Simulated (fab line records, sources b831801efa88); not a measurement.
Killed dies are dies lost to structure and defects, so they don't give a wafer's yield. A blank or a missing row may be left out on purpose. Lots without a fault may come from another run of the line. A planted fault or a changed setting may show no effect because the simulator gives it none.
Problem report in the 8D (eight disciplines) form, filled by code | flow sky130 | the parts of the form that need people (team, actions taken, sign-off) are left out

1. THE PROBLEM
NWELL_RS at SKY_NWELL_RS_MEAS_29 reads a mean of 615.9 ohm/sq on 6 wafers of 2 lots; wafers without a fault read 630.4 ohm/sq with a standard deviation of 1.5. That is -9.7 standard deviations from the usual mean.
The step: measures by four-point-probe.
First seen on wafer L845.2, day 7 01:28, on film_metro-01. The record holds 33 wafers of 11 lots with a number at this step. Rule for "out", or "out of limits": more than 4 standard deviations from the usual mean. The other wafers with a number count as sound.

2. WHAT IT IS AND WHAT IT IS NOT
question                    | is                           | is not
which readings at this step | NWELL_RS                     | -
which lots                  | L845, L848                   | L839, L841, L842, L843, L854, L855, L857, L859, L860
which wafers of those lots  | all that have a number       | -
read on which gauges        | film_metro-01, film_metro-04 | film_metro-02
when                        | from day 7 01:28             | up to then (12 sound wafers); but 15 sound wafers of L854, L855, L857, L859, L860 came after

3. SUSPECTS, AND WHAT RULES EACH OUT
Counting: a tool at a process step up to the reading stays a suspect if it ran every lot that is out and no sound lot after the first of them.
- the gauge at SKY_NWELL_RS_MEAS_29: ruled out. The wafers that are out were read on 2 gauges (film_metro-01, film_metro-04).
- cmp-01 at SKY_FIELD_ISO_CMP_27 (polishes, stops on Si3N4, t overpolish 16 s, target thk 457.8 nm): kept. It ran every lot that is out, first L845 (day 3 22:41), and no sound lot after that; its last sound lot up to then is L843 (day 3 13:45).
- implanter-04 at SKY_NWELL_IMPLANT_13: ruled out as a lasting fault. Sound lots L859, L860 ran on it after its first lot that is out, L845 (day 6 06:37).
Left after counting: cmp-01 at SKY_FIELD_ISO_CMP_27.

4. THE CAUSE (what the simulator had put in)
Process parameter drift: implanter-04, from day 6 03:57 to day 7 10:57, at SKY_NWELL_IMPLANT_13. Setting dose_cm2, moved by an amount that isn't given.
Counting ruled it out, wrongly: the rule takes a fault to strike every lot that its tool runs from its start on, and this one did not.

5. THE CHAIN OF EFFECTS, in route order
Each row: a reading whose mean over the struck wafers that have a number lies more than 3 standard deviations from the usual. Only readings for which the record gives a usual standard deviation are gone through. hours: the time from each lot's start at the first step in this table that gives one to its start at this step, as a median over the lots. sigmas: the change in usual standard deviations.
hours | step                 | reading            | usual        | on struck wafers | change | sigmas
0     | SKY_NWELL_IMPLANT_13 | dose_ions_cm2      | 7e+11        | 1e+12            | +5e+11 | +99 or more
0     | SKY_NWELL_IMPLANT_13 | faraday_current_uA | 3.94         | 6.78             | +2.84  | +36
20    | SKY_NWELL_RS_MEAS_29 | NWELL_RS           | 630.4 ohm/sq | 615.9            | -14.5  | -9.7
The process steps in it:
- SKY_NWELL_IMPLANT_13

6. WHAT WOULD HAVE CAUGHT IT SOONER
In this record the first reading out of limits at a measuring or inspecting step was taken at day 7 01:28, 22 hours after the fault began at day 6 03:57.
The tool's own readings at SKY_NWELL_IMPLANT_13 were out on every struck wafer that the step has a row for (dose_ions_cm2, faraday_current_uA): an alarm limit on them would have fired on the first of those.
